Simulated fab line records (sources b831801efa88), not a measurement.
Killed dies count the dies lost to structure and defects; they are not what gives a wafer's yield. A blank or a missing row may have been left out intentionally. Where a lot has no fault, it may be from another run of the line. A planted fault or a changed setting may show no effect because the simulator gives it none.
Which tool is to blame? + flow gf180mcu + route of 602 steps, sampled at 1 step: 12 lots, 36 wafers

WHAT THE GAUGES SHOWED, per wafer
GF_M2_CD_MEAS_14 targets a cd of 280 nm. Usual: cdNm 279.9 nm, standard deviation 1.2.
| lot  | measured     | on       | cdNm (nm)         | flag |
|------|--------------|----------|-------------------|------|
| L557 | day 19 05:16 | cdSem-01 | 279.0 278.2 278.6 |      |
| L558 | day 19 08:52 | cdSem-01 | 278.2 280.4 278.5 |      |
| L560 | day 20 08:27 | cdSem-01 | 280.9 279.4 280.0 |      |
| L562 | day 21 05:11 | cdSem-02 | 280.3 280.5 280.2 |      |
| L563 | day 21 09:38 | cdSem-01 | 280.6 279.1 279.7 |      |
| L564 | day 22 07:03 | cdSem-01 | 281.1 280.6 279.6 |      |
| L565 | day 22 07:42 | cdSem-02 | 278.7 278.9 279.9 |      |
| L566 | day 22 14:49 | cdSem-02 | 278.7 278.4 279.8 |      |
| L567 | day 23 00:16 | cdSem-01 | 279.2 278.6 281.2 |      |
| L570 | day 24 01:02 | cdSem-02 | 280.2 279.1 280.0 |      |
| L573 | day 24 20:19 | cdSem-01 | 278.3 278.4 279.7 |      |
| L579 | day 26 22:42 | cdSem-01 | 279.7 280.8 281.6 |      |

WHAT TOOL EACH LOT RAN ON (gives the tool, then ch and the chambers of the sampled wafers, and finally the start)
The record holds no process step before these readings.

AS READ BY THE TOOLS THEMSELVES (means over the sampled wafers that have a number; for cases with no such wafer, the mark the record gives instead)
The record holds no such reading with a usual standard deviation.

THE ANSWER, worked out from the rows above alone
Rule: a lot counts as off when the mean over its wafers that have a number is more than 3 standard deviations away from the usual mean. Also off: a lot with no number at a reading for which 4 or more lots have one. Any other lot the step has rows for is counted as sound. Order of review: gauges by route order, followed by the tools' own readings, for which a lot's mean as printed above is used. The first step at which some lot is off is used, and at that step the reading that is off furthest; a lot without a number counts as furthest.
None of the lots is off at any reading shown; this tells nothing.

WHAT THE SIMULATOR HAD INSERTED
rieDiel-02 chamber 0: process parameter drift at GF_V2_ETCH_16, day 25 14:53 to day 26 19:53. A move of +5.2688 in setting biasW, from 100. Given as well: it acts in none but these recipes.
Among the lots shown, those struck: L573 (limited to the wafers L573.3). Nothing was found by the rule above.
